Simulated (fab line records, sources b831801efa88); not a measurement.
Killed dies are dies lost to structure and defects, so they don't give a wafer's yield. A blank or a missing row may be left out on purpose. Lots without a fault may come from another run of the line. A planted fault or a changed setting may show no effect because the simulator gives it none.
fab line records | flow sky130 | part 2 of 2: steps 26 to 26 of 26
record lots=7 wafers=21 last_day=50
route steps=708 shown METAL4@627 VIA4@639 PAD_OPEN@708
lots that met no fault: from a run of the same line without faults
start_h: hours from the record's first day to the start of the lot's first wafer shown | wait_h: hours since the lot's step before | " the same as in the row above | L1.1+2: a row that stands for several wafers | - no value, or no start given | * or withheld: withheld | < > ~ a bound
route shown NAME@n: a module of which the file shows steps, and the number in the route of the first | usual: mean/standard deviation of fault-free wafers | same: alike in all rows | chamber/n: place in a boat | sites: the reading at each site | _std_site: their standard deviation | _edge_site: outer sites' mean less inner sites' | radius_mm: how far each site lies from the wafer's centre | mask NAME#n: copy n | behind: the tool/chamber that last shaped the wafer | hold: why the lot was held/for how many hours/how that ended | device: the transistor (n, p or np) that didn't switch | end of line: the same wafers' tests at the end of the route | a step without rows: its recipe alone | killed: dies lost to structure and defects at the first sort, not the wafer's yield | map: a wafer's dies, x killed, . not, _ none there
set.NAME: the setting as run; set.NAME@STEP: as run at that earlier step | model.NAME: the simulator's own value behind a step, which no gauge read
lots at some steps of the route; a table a step, a row a wafer
services: from which hour (start_h, from the record's first day; less than 0 if before it) a tool's chamber was out of use, for how many hours, and why
## steps
# step SKY_PAD_OPEN_PROBE_99
# usual defect_limited_yield=82.5/2 killed_at_M0_to_M3=43/7.3 killed_at_M4_up=3.5/2.2 killed_at_contacts=24/5.3 killed_at_front_end=15/4.2 killed_at_other=0.3/0.67 killed_dies=86/9.8 killed_on_rim=17/3.8 killed_open=47/7.2 killed_short=39/6.5 sort_bin_3_pad_short=0.9/0.42 sort_bin_5_function=10.4/1.5 sort_bin_6_memory=6.3/1.2 sort_n_pass=406/9.9 sort_yield_pct=82.5/2
# same gross_dies=492 killed_at_back_side=0 sort_bin_4_leakage[%]=0 sort_bin_8_speed[%]=0
# columns lot.wafer tool chamber start_h wait_h defect_limited_yield[%] killed_at_M0_to_M3 killed_at_M4_up killed_at_contacts killed_at_front_end killed_at_other killed_dies killed_on_rim killed_open killed_short sort_bin_3_pad_short[%] sort_bin_5_function[%] sort_bin_6_memory[%] sort_n_pass sort_yield_pct[%]
L669.1 prober-02 - 1157.11 0.1 0 11 469 8 4 0 492 96 9 14 24.8 72.6 2.6 0 0
L669.2 prober-02 - 1157.16 0.1 0 10 480 1 1 0 492 96 7 5 21.5 76.0 2.4 0 0
L669.4 prober-02 - 1157.26 0.2 0 11 470 9 2 0 492 96 10 13 27.0 70.3 2.6 0 0
L671.1 prober-02 - 1158.61 0.1 0 11 472 8 1 0 492 96 11 10 23.6 72.8 3.7 0 0
L671.3 prober-02 - 1158.71 0.2 0 12 473 6 1 0 492 96 11 8 24.2 74.8 1.0 0 0
L671.4 prober-02 - 1158.76 0.2 0 6 482 0 4 0 492 96 6 6 23.0 74.0 3.0 0 0
L667.2 prober-01 - 1158.66 0.1 0 12 471 8 1 0 492 96 16 7 27.0 70.1 2.8 0 0
L667.4 prober-01 - 1158.76 0.2 0 10 476 5 1 0 492 96 9 7 22.8 74.8 2.4 0 0
L667.6 prober-01 - 1158.86 0.2 0 10 478 2 2 0 492 96 5 9 24.8 71.1 4.1 0 0
L673.3 prober-01 - 1160.21 0.2 81.9 49 4 23 13 0 89 19 42 45 1.2 10.4 6.5 403 81.9
L673.5 prober-01 - 1160.31 0.2 81.9 43 7 21 18 0 89 21 46 43 0.6 12.6 4.9 403 81.9
L673.6 prober-01 - 1160.36 0.2 80.9 43 7 27 17 0 94 21 48 46 1.2 10.8 7.1 398 80.9
L676.1 prober-01 - 1171.40 0.1 80.9 56 4 26 8 0 94 23 42 52 1.8 10.8 6.5 398 80.9
L676.3 prober-01 - 1171.50 0.2 83.7 35 2 30 12 1 80 19 44 36 1.0 11.0 4.3 412 83.7
L676.6 prober-01 - 1171.65 0.2 83.5 44 2 20 15 0 81 16 46 35 0.6 10.0 5.9 411 83.5
L677.4 prober-02 - 1179.05 0.2 83.3 40 5 22 15 0 82 13 54 28 1.0 8.1 7.5 410 83.3
L677.5 prober-02 - 1179.10 0.2 79.9 53 3 22 21 0 99 18 49 50 1.0 10.4 8.7 393 79.9
L677.6 prober-02 - 1179.15 0.2 85.0 44 1 20 9 0 74 17 33 41 0.4 8.1 6.5 418 85.0
L680.2 prober-02 - 1205.69 0.1 85.4 40 8 17 7 0 72 11 37 34 1.0 7.7 5.9 420 85.4
L680.4 prober-02 - 1205.79 0.2 81.7 45 7 26 12 0 90 19 41 49 1.4 10.6 6.3 402 81.7
L680.6 prober-02 - 1205.89 0.2 81.3 34 6 30 22 0 92 21 51 38 1.0 12.2 5.5 400 81.3
# killed by level:class
L669.1 VIA4:lost_pattern=465 CONTACT:geometric_particle:short=4 VIA4:area_hdpcvd=4 FIELD_ISO:geometric_particle:open=3 METAL2:geometric_particle:short=3 VIA3:geometric_particle:open=2 LOCAL_INTERCONNECT:geometric_particle:short=2 METAL1:geometric_particle:short=2
L669.2 VIA4:lost_pattern=478 VIA1:geometric_particle:open=3 METAL2:geometric_particle:short=2 VIA4:area_hdpcvd=2 FIELD_ISO:geometric_particle:short=1 CONTACT:geometric_particle:open=1 METAL1:geometric_particle:open=1 METAL1:geometric_particle:short=1
L669.4 VIA4:lost_pattern=469 CONTACT:geometric_particle:open=3 VIA3:geometric_particle:open=3 LOCAL_INTERCONNECT:geometric_particle:short=2 CONTACT:geometric_particle:short=2 VIA1:geometric_particle:short=2 VIA2:geometric_particle:open=2 FIELD_ISO:geometric_particle:short=1
L671.1 VIA4:lost_pattern=469 CONTACT:geometric_particle:open=3 METAL2:geometric_particle:short=3 VIA3:geometric_particle:open=3 LOCAL_INTERCONNECT:geometric_particle:short=2 VIA1:geometric_particle:open=2 VIA4:area_hdpcvd=2 VIA1:geometric_particle:short=1
L667.2 VIA4:lost_pattern=469 LI_CONTACT:geometric_particle:open=4 CONTACT:geometric_particle:open=3 METAL1:geometric_particle:short=3 VIA3:geometric_particle:open=3 VIA1:geometric_particle:open=2 METAL2:geometric_particle:short=2 SPACER:geometric_particle:open=1
L671.3 VIA4:lost_pattern=466 VIA4:area_hdpcvd=7 LI_CONTACT:geometric_particle:open=2 METAL1:geometric_particle:short=2 VIA1:geometric_particle:short=2 VIA1:geometric_particle:open=2 VIA3:geometric_particle:open=2 SPACER:geometric_particle:short=1
L667.4 VIA4:lost_pattern=474 CONTACT:geometric_particle:open=3 LOCAL_INTERCONNECT:geometric_particle:short=2 METAL1:geometric_particle:short=2 VIA1:geometric_particle:open=2 VIA1:geometric_particle:short=2 VIA2:geometric_particle:open=2 VIA4:area_hdpcvd=2
L671.4 VIA4:lost_pattern=477 METAL1:geometric_particle:short=4 VIA4:area_hdpcvd=3 FIELD_ISO:geometric_particle:open=2 METAL4:geometric_particle:short=2 VIA3:geometric_particle:open=2 SONOS_ONO:geometric_particle:open=1 POLY_GATE:geometric_particle:open=1
L667.6 VIA4:lost_pattern=474 VIA4:area_hdpcvd=4 METAL1:geometric_particle:short=3 VIA1:geometric_particle:open=2 METAL2:geometric_particle:short=2 POLY_GATE:geometric_particle:short=1 POLY_GATE:geometric_particle:open=1 LI_CONTACT:geometric_particle:open=1
L673.3 VIA1:geometric_particle:open=9 VIA1:geometric_particle:short=9 LI_CONTACT:geometric_particle:open=7 VIA3:geometric_particle:open=7 VIA2:geometric_particle:open=5 LI_CONTACT:geometric_particle:short=5 METAL2:geometric_particle:short=5 POLY_GATE:geometric_particle:open=4
L673.5 CONTACT:geometric_particle:open=13 VIA1:geometric_particle:open=12 METAL4:geometric_particle:short=7 FIELD_ISO:geometric_particle:short=6 VIA3:geometric_particle:open=6 FIELD_ISO:geometric_particle:open=5 METAL1:geometric_particle:short=5 VIA2:geometric_particle:open=5
L673.6 CONTACT:geometric_particle:open=11 VIA1:geometric_particle:open=10 LI_CONTACT:geometric_particle:open=8 METAL2:geometric_particle:short=7 FIELD_ISO:geometric_particle:short=6 VIA3:geometric_particle:short=5 VIA2:geometric_particle:open=5 METAL4:geometric_particle:short=5
L676.1 VIA1:geometric_particle:open=8 VIA2:geometric_particle:open=7 METAL2:geometric_particle:short=7 CONTACT:geometric_particle:open=6 METAL1:geometric_particle:short=6 VIA1:geometric_particle:short=6 VIA3:geometric_particle:open=6 LI_CONTACT:geometric_particle:short=5
L676.3 VIA1:geometric_particle:open=10 CONTACT:geometric_particle:open=10 LI_CONTACT:geometric_particle:open=8 METAL2:geometric_particle:short=6 LOCAL_INTERCONNECT:geometric_particle:short=5 FIELD_ISO:geometric_particle:open=4 POLY_GATE:geometric_particle:short=4 VIA3:geometric_particle:short=4
L676.6 CONTACT:geometric_particle:open=9 LI_CONTACT:geometric_particle:open=7 VIA1:geometric_particle:open=7 VIA2:geometric_particle:open=6 METAL1:geometric_particle:short=6 POLY_GATE:geometric_particle:open=5 POLY_GATE:geometric_particle:short=5 VIA3:geometric_particle:open=5
L677.4 CONTACT:geometric_particle:open=11 VIA1:geometric_particle:open=9 LI_CONTACT:geometric_particle:open=8 METAL2:geometric_particle:short=6 FIELD_ISO:geometric_particle:open=5 VIA2:geometric_particle:open=5 VIA3:geometric_particle:open=5 POLY_GATE:geometric_particle:short=3
L677.5 VIA1:geometric_particle:open=12 METAL1:geometric_particle:short=8 POLY_GATE:geometric_particle:open=6 LI_CONTACT:geometric_particle:open=6 CONTACT:geometric_particle:open=6 VIA1:geometric_particle:short=6 METAL2:geometric_particle:short=6 POLY_GATE:geometric_particle:short=5
L677.6 METAL2:geometric_particle:short=10 CONTACT:geometric_particle:open=8 VIA1:geometric_particle:short=8 METAL1:geometric_particle:short=7 VIA2:geometric_particle:open=6 VIA1:geometric_particle:open=6 VIA3:geometric_particle:open=6 LOCAL_INTERCONNECT:geometric_particle:short=4
L680.2 VIA1:geometric_particle:open=11 CONTACT:geometric_particle:open=8 METAL2:geometric_particle:short=8 METAL4:geometric_particle:short=7 VIA3:geometric_particle:open=6 LI_CONTACT:geometric_particle:open=5 METAL1:geometric_particle:short=5 LOCAL_INTERCONNECT:geometric_particle:short=3
L680.4 VIA1:geometric_particle:open=12 CONTACT:geometric_particle:open=10 LOCAL_INTERCONNECT:geometric_particle:short=8 METAL4:geometric_particle:short=7 CONTACT:geometric_particle:short=5 VIA1:geometric_particle:short=5 VIA2:geometric_particle:open=5 VIA3:geometric_particle:short=5
L680.6 CONTACT:geometric_particle:open=14 VIA1:geometric_particle:open=12 POLY_GATE:geometric_particle:open=9 LI_CONTACT:geometric_particle:short=6 METAL4:geometric_particle:short=6 POLY_GATE:geometric_particle:short=4 LOCAL_INTERCONNECT:geometric_particle:short=4 CONTACT:geometric_particle:short=4
# map L667.2 (x killed, . not)
__________xxxxxxxxxx_________
________xxxxxxxxxxxxxx_______
______xxxxxxxxxxxxxxxxxx_____
_____xxxxxxxxxxxxxxxxxxxx____
____xxxxxxxxxxxxxxxxxxxxxx___
___xxxxxxxxxxxxxxxxxxxxxxxx__
__xxxxxxxxxxxxxxxxxxxxxxxxxx_
_xxxxxxxxxxxxxxxxxxxxxxxxxxxx
_xxxxxxxxxxxxxxxxxxxxxxxxxxxx
_xxxxxxxxxxxxxxxxxxxxxxxxxxxx
_xxxxxxxxxxxxxxxxxxxxxxxxxxxx
_xxxxxxxxxxxxxxxxxxxxxxxxxxxx
_xxxxxxxxxxxxxxxxxxxxxxxxxxxx
_xxxxxxxxxxxxxxxxxxxxxxxxxxxx
_xxxxxxxxxxxxxxxxxxxxxxxxxxxx
__xxxxxxxxxxxxxxxxxxxxxxxxxx_
___xxxxxxxxxxxxxxxxxxxxxxxx__
____xxxxxxxxxxxxxxxxxxxxxx___
_____xxxxxxxxxxxxxxxxxxxx____
______xxxxxxxxxxxxxxxxxx_____
________xxxxxxxxxxxxxx_______
__________xxxxxxxxxx_________
# map L669.1 (x killed, . not)
__________xxxxxxxxxx_________
________xxxxxxxxxxxxxx_______
______xxxxxxxxxxxxxxxxxx_____
_____xxxxxxxxxxxxxxxxxxxx____
____xxxxxxxxxxxxxxxxxxxxxx___
___xxxxxxxxxxxxxxxxxxxxxxxx__
__xxxxxxxxxxxxxxxxxxxxxxxxxx_
_xxxxxxxxxxxxxxxxxxxxxxxxxxxx
_xxxxxxxxxxxxxxxxxxxxxxxxxxxx
_xxxxxxxxxxxxxxxxxxxxxxxxxxxx
_xxxxxxxxxxxxxxxxxxxxxxxxxxxx
_xxxxxxxxxxxxxxxxxxxxxxxxxxxx
_xxxxxxxxxxxxxxxxxxxxxxxxxxxx
_xxxxxxxxxxxxxxxxxxxxxxxxxxxx
_xxxxxxxxxxxxxxxxxxxxxxxxxxxx
__xxxxxxxxxxxxxxxxxxxxxxxxxx_
___xxxxxxxxxxxxxxxxxxxxxxxx__
____xxxxxxxxxxxxxxxxxxxxxx___
_____xxxxxxxxxxxxxxxxxxxx____
______xxxxxxxxxxxxxxxxxx_____
________xxxxxxxxxxxxxx_______
__________xxxxxxxxxx_________
## services
# columns tool chamber start_h hours kind
rie_diel-01 - 1053.72 2.8 pm
plasma_asher-04 - 1055.25 9.0 pm
plasma_asher-04 0 1055.25 9.0 vent_cycle
plasma_asher-04 1 1055.25 9.0 vent_cycle
rie_metal-02 0 1058.00 - clean
rie_metal-02 0 1058.00 26.3 scheduled_down
rie_metal-02 0 1058.00 26.3 vent_cycle
rie_metal-02 - 1079.06 0.1 repair
cmp-01 - 1084.08 4.0 pm
plasma_asher-03 - 1085.09 14.6 pm
cmp-01 - 1088.08 - consumable_replace:conditioner
cmp-01 - 1088.08 - consumable_replace:pad
rie_diel-01 1 1090.03 - clean
rie_diel-01 1 1090.03 18.4 scheduled_down
rie_diel-01 1 1090.03 18.4 vent_cycle
rie_diel-04 2 1090.42 5.5 repair
cmp-02 - 1095.14 2.9 repair
cmp-01 - 1098.12 4.1 pm
rie_metal-01 1 1104.24 10.0 repair
rie_diel-04 1 1113.54 1.8 repair
cmp-02 - 1117.37 1.2 repair
cmp-02 - 1117.78 1.3 repair
cmp-02 - 1142.07 4.1 repair
rie_diel-04 2 1144.80 8.0 repair
## key
first_sign step=SKY_VIA4_HDPCVD_00 reading=tool_record direction=missing
effect step=SKY_VIA4_BOW_MEAS_03 reading=VIA4_BOW direction=up sigmas=1.7 usual=79 struck=93 wafers_moved=3
effect step=SKY_VIA4_ETCH_12 reading=oes_product_au direction=down sigmas=99+ usual=0.925 struck=0.373
effect step=SKY_PAD_OPEN_PROBE_99 reading=killed_at_M4_up direction=up sigmas=99+ usual=3.5 struck=474.6
model_effect step=SKY_VIA4_ETCH_12 value=etch.depth_nm without=579.7 struck=0
met_at SKY_VIA4_HDPCVD_00
struck_wafers L667.2,L667.4,L667.6,L669.1,L669.2,L669.4,L671.1,L671.3,L671.4
later_rows_left_out L667.2,L667.4,L667.6,L669.1,L669.2,L669.4,L671.1,L671.3,L671.4
fault kind=skipped_step_whole tool=hdpcvd-01,hdpcvd-02 chamber=- onset_h=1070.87 steps=SKY_VIA4_HDPCVD_00 scope=struck_lots_only
# later_rows_left_out: the simulator's readings of these wafers behind a module that went badly wrong aren't trusted and aren't shown, but for the sort
